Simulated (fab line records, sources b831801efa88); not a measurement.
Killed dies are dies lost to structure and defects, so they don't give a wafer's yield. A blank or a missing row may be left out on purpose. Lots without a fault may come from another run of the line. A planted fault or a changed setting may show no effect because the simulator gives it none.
Chamber matching | flow sky130 | SKY_FIELD_ISO_CVD_24 on hdpcvd-02: 3 sister chambers
The step deposits SiO2, target thk 595 nm, time 99.2 s. 3 wafers are shown with their chamber, then 9 later ones without.

WAFERS WITH THEIR CHAMBER
wafer  | chamber | pressure_mtorr (mTorr)
L386.1 | 0       | 6.008
L386.2 | 2       | 6.003
L386.4 | 1       | 5.989

WAFERS WITHOUT THEIR CHAMBER
wafer  | pressure_mtorr (mTorr)
L387.1 | 6.008
L387.3 | 5.983
L387.4 | 6.005
L394.2 | 5.999
L394.3 | 5.991
L394.6 | 5.996
L395.1 | 5.999
L395.5 | 6.009
L395.6 | 6.013

WHICH CHAMBER EACH WENT THROUGH
wafer  | from the rows above          | in truth
L387.1 | can't be placed: 0 or 2      | 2
L387.3 | 1                            | 1
L387.4 | can't be placed: 2 or 0      | 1
L394.2 | can't be placed: 2 or 0 or 1 | 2
L394.3 | 1                            | 1
L394.6 | can't be placed: 2 or 1 or 0 | 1
L395.1 | can't be placed: 2 or 0 or 1 | 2
L395.5 | can't be placed: 0 or 2      | 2
L395.6 | can't be placed: 0 or 2      | 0
Placed correctly: 2 of 9. Can't be placed from these rows: 7 (the true chamber is among the candidates in 6). Placed wrongly: 0.
How it was worked out, from the rows above alone: a wafer's distance from a chamber is the root of the sum, over the readings, of the square of ((its reading less the chamber's mean) divided by the reading's scatter). The wafer belongs to the nearest chamber; if the next one is less than 2 further off, it can't be placed. A chamber's mean is the mean of its shown wafers. The scatter: with one shown wafer a chamber, the root of the mean of the squares of how far each hidden wafer lies from its nearest shown one.
